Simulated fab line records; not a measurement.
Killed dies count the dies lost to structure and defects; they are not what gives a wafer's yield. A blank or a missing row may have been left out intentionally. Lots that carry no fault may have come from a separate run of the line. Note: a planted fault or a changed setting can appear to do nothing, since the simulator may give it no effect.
A lot that was struck, set against a sound lot    flow sky130    17 out of 708 route steps
Sound: these wafers, L349.2, L349.5, L349.6. Struck: wafers L343.3, L343.6. (L343.4 of the same lot was not struck and is left out.) The cause comes at the end.
For every step that has rows: the tool of each side, followed by ch and its chambers, followed by its first start. Under that, the readings that differ: sound wafers    struck wafers    difference of the means    sigmas: that difference in standard deviations of wafers without a fault.
alike: readings whose means differ by less than 2 such deviations, and words and numbers that are the same on both sides. not compared: withheld readings, readings that some wafer has no value for, bounds like >300 that may hide the same value, and numbers for which the record gives no deviation and whose values overlap.
Wherever a step has rows on one side only, a row that says differs or no value, or a row with sigmas, the two part there. Numbers that have no deviation but don't overlap get no sigmas and don't part them. A reading missing from all wafers of one side parts the sides only when that side holds two or more wafers.

SKY_VIA2_CMP_02: polishes SiO2.
  sound on cmp-01 ch 1,2, day 39 03:10; struck on cmp-01 ch 1,2, day 37 05:17
  alike: motorCurrentA
SKY_VIA2_BOW_MEAS_03:
  struck on filmMetro-04, day 37 05:34; sound on filmMetro-01, day 39 03:26
  alike: VIA2_BOW
then, 8 steps without rows for these wafers: SKY_VIA2_DEHYDRATE_04 (time 60 s); SKY_VIA2_HMDS_05 (prime time 60 s); SKY_VIA2_COAT_06 (resist thk 60 nm); SKY_VIA2_COAT_07 (resist thk 450 nm); SKY_VIA2_SOFTBAKE_08 (time 90 s); SKY_VIA2_EXPOSE_09 (exposes mask VIM2, target cd 200 nm); SKY_VIA2_PEB_10; SKY_VIA2_DEVELOP_11 (develop time 60 s).
SKY_VIA2_CD_MEAS_12: the cd target is 200 nm.
  struck on cdSem-02, day 38 08:01; sound on cdSem-01, day 40 03:36
  alike: cdNm
SKY_VIA2_OVL_MEAS_13:
  struck on overlay-02, day 38 08:07; sound on overlay-01, day 40 03:43
  alike: VIA2_OVL
SKY_VIA2_ETCH_14: etches BARC in N2/H2, stops on SiO2, time 45.9 s, target depth 60 nm.
  sound on rieDiel-03 ch 0,1,2, day 40 03:44; struck on rieDiel-02 ch 1,3, day 38 08:08
reading                                     sound              struck       difference  sigmas
oesProductAu (a.u.)                         0.856 0.850 0.853  1.002 1.009  +0.153      +34
runLengthS (s)                              74.4 73.9 74.1     65.1 65.9    -8.6        -19
model.KrF-thick_of_VIA2_COAT_07.thkNm (nm)  393.8 393.5 393.7  402.8 402.1  +8.8        
  alike: drypumpMotorCurrentA, h2FlowSccm, throttleValvePct
  not compared: rfHoursCounterH
SKY_VIA2_ETCH_15: etches SiO2 in C4F8/O2/Ar, stops on TiN, target depth 546 nm, time 84 s.
  sound on rieDiel-03 ch 0,1,2, day 40 03:47; struck on rieDiel-02 ch 1,3, day 38 08:11
reading                                     sound              struck       difference  sigmas
model.KrF-thick_of_VIA2_COAT_07.thkNm (nm)  283.1 286.4 282.7  296.3 291.4  +9.8        
  alike: oesProductAu, runLengthS
  not compared: rfHoursCounterH
SKY_VIA2_STRIP_16: strips in O2/N2.
  sound on plasmaAsher-04 ch 0,1, day 40 03:50; struck on plasmaAsher-04 ch 1, day 38 08:16
reading                   sound           struck     difference  sigmas
stripTimeToEndpointS (s)  4.03 4.06 4.05  4.20 4.13  +0.12       +4
  alike: drypumpMotorCurrentA, oesProductAu
  not compared: rfHoursCounterH
then, 1 step without rows for these wafers: SKY_VIA2_STRIP_17 (strips in post etch residue remover, time 1200 s).
-- the record jumps here: 9 days lie between the struck wafers' starts before and after (it left off in module VIA2 and takes up again in module PAD_OPEN, whose first step shown is number 708 of the route) --
SKY_PAD_OPEN_PROBE_99:
  struck on prober-02, day 47 13:35; sound on prober-02, day 48 21:21
  not compared: model.etest.via2Chain.rcOhm

== WHERE THEY PART ==
Last at SKY_VIA2_STRIP_16 as far as this record goes, first at SKY_VIA2_ETCH_14.

WHY: what had been put in by the simulator
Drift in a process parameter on rieDiel-02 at SKY_VIA2_ETCH_14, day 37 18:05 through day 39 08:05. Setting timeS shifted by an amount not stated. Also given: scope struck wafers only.
